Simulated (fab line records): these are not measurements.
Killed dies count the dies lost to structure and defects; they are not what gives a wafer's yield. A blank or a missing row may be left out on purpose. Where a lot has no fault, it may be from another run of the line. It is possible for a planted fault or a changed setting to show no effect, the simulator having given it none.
A lot that was struck, set against a sound lot + flow gf180mcu + 13 steps out of a route of 602
Sound: the wafers L446.3, L446.4, L446.6. Struck: wafer L452.5. The cause comes at the end.
For every step that has rows: the tool of each side, followed by ch and its chambers, followed by its first start. Under that, the readings that differ: sound wafers + struck wafers + difference of the means + sigmas: that difference in standard deviations of wafers without a fault.
alike: words and numbers the same on both sides, and readings whose means are apart by under 2 such deviations; not compared: readings that were withheld, readings missing a value for some wafer, numbers with overlapping values and no deviation given by the record, and bounds like >300 which may hide the same value.
Wherever a step has rows on one side only, a row that says differs or no value, or a row with sigmas, the two part there. Numbers that don't overlap but have no deviation are shown without sigmas and don't part them. A reading that every wafer of one side lacks parts them only if that side has two wafers or more.

GF_V2_CD_MEAS_14: the cd target is 260 nm.
  sound on cd sem-02 at day 20 16:08; struck on cd sem-01 at day 22 20:24
  alike: cd nm
GF_V2_OVL_MEAS_15:
  sound on overlay-01 at day 20 16:14; struck on overlay-02 at day 22 20:28
  alike: V2_OVL
GF_V2_ETCH_16: etches BARC in N2/H2.
  sound on rie diel-03 ch 2,3, day 20 16:15; struck on rie diel-01 ch 2, day 22 20:30
  alike: drypump motor current A, oes product au, throttle valve pct
GF_V2_ETCH_17: etches SiO2 in C4F8/O2/Ar, stops on TiN, target depth 630 nm.
  sound on rie diel-03 ch 2,3; struck on rie diel-01 ch 2
  alike: oes product au
GF_V2_STRIP_18: strips in O2/N2.
  sound on plasma asher-02 ch 0,1, day 20 16:25; struck on plasma asher-04 ch 0, day 22 20:40
  alike: drypump motor current A, heater power w, oes product au
  not compared: rf hours counter h
then, 2 steps without rows for these wafers: GF_V2_STRIP_19 (strips in post etch residue remover, time 1200 s); GF_V2_CLEAN_20 (cleans in DIW).
GF_V2_SPUTTER_21: material Ti, target thk 15 nm, time 80.02 s.
  sound on pvd sputter-03 at day 20 16:55; struck on pvd sputter-03 at day 22 21:11
  alike: throttle valve pct
GF_V2_SPUTTER_22: material TiN, target thk 10 nm, time 40 s.
  sound on pvd sputter-03 at day 20 16:59; struck on pvd sputter-03 at day 22 21:14
  alike: throttle valve pct
then, 1 step without rows for these wafers: GF_V2_CVD_23 (deposits W, target thk 350 nm, time 104.94 s).
GF_V2_RS_MEAS_24: measurement is done with a four-point probe.
  sound on film metro-01 at day 20 17:17; struck on film metro-03 at day 22 21:26
  alike: V2_W_RS
GF_V2_THK_MEAS_25: measures by xrf.
  sound on film metro-01 at day 20 17:23; struck on film metro-03 at day 22 21:31
  alike: V2_W_THK
GF_V2_CMP_26: polishes, stops on SiO2, t overpolish 15 s, target thk 0 nm.
  sound on cmp-01 ch 1,2,3, day 20 17:29; struck on cmp-01 ch 1, day 22 21:44
| reading                | sound                | struck | difference | sigmas      |
|------------------------|----------------------|--------|------------|-------------|
| overpolish run s (s)   | 15.005 14.997 15.006 | 0.033  | -14.970    | -99 or more |
| time to endpoint s (s) | 81.9 83.8 84.1       | 128.7  | +45.4      | +16         |
  alike: motor current A, slurry flow ml min

## WHERE THEY PART
Only at GF_V2_CMP_26, as far as this record shows.

WHY: what had been put in by the simulator
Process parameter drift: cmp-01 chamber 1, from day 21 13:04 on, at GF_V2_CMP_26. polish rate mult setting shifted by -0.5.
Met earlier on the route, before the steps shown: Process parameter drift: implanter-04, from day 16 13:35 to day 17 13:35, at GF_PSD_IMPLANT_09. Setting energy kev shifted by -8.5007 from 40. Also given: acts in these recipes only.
